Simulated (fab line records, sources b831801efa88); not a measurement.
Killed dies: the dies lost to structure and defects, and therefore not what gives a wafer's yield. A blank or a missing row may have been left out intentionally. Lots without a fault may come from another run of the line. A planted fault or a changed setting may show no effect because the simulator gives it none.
Which tool is to blame? ; flow sky130 ; 6 lots with 18 wafers sampled at 3 steps, on a route of 708 steps

WHAT THE GAUGES READ, wafer by wafer
SKY_GATE_OXIDE_TW_MEAS_14.
lot;measured;on;GATE_OXIDE_TW
L560;day 14 12:20;film-metro-04;223.4 222.2 222.6
L567;day 17 00:22;film-metro-01;334.1 336.5 337.5
L572;day 19 03:10;film-metro-04;223.0 223.9 223.5
L577;day 20 17:24;film-metro-04;224.5 223.5 224.3
L579;day 21 08:11;film-metro-01;223.0 225.1 224.1
L581;day 21 21:08;film-metro-04;224.0 223.0 223.4

TOOL THAT RAN EACH LOT (tool first, then ch and the chambers of the sampled wafers, then the start)
lot;SKY_FIELD_ISO_ETCH_14;SKY_GATE_OXIDE_IMPLANT_11
L560;rie-diel-01 ch 0,1, day 2 13:30;implanter-02 ch 0, day 14 12:02
L567;rie-diel-01 ch 0,3, day 4 03:05;implanter-02 ch 0, day 17 00:03
L572;rie-diel-01 ch 0,1,2, day 5 06:58;implanter-04 ch 0, day 19 02:48
L577;rie-diel-01 ch 1,2,3, day 6 10:11;implanter-04 ch 0, day 20 17:04
L579;rie-diel-01 ch 2,3, day 6 16:49;implanter-03 ch 0, day 21 07:45
L581;rie-diel-03 ch 0,1, day 7 06:10;implanter-03 ch 0, day 21 20:48
- SKY_FIELD_ISO_ETCH_14: etches BARC in N2/H2, stops on SiO2, time 45.9 s, target depth 60 nm.
- SKY_GATE_OXIDE_IMPLANT_11

THE ANSWER, worked out from the rows above alone
Rule: usual is defined by the lots themselves. Put in order of their means at a reading, lots are off if they are a third of the lots or fewer, leave a main group of 4 or more, and stand apart from it by a gap of 3 or more times the standard deviation of the main group's means; of several such gaps the widest counts. A main group whose means are all the same, to the digits that the tables above print for the reading, isn't used. Also off: a lot with no number at a reading for which 4 or more lots have one. The other lots that the step has rows for count as sound.
Off: L567, at SKY_GATE_OXIDE_TW_MEAS_14 (GATE_OXIDE_TW). Main group: mean 223.6, sd 0.5.
A tool fits if, at a process step before that reading, it ran every lot that is off, and no sound lot after the first of them. Gauges at SKY_GATE_OXIDE_TW_MEAS_14: tried the same way as those tools. One candidate fits, namely implanter-02 at SKY_GATE_OXIDE_IMPLANT_11. A fault onset in the window from L560 (day 14 12:02, its last sound lot) to L567 (day 17 00:03, its first lot off) fits.

WHAT THE SIMULATOR PUT IN
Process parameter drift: implanter-02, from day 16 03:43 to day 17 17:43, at SKY_GATE_OXIDE_IMPLANT_11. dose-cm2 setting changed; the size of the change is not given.
Shown lots that were struck: L567. The same result came from the rule above.
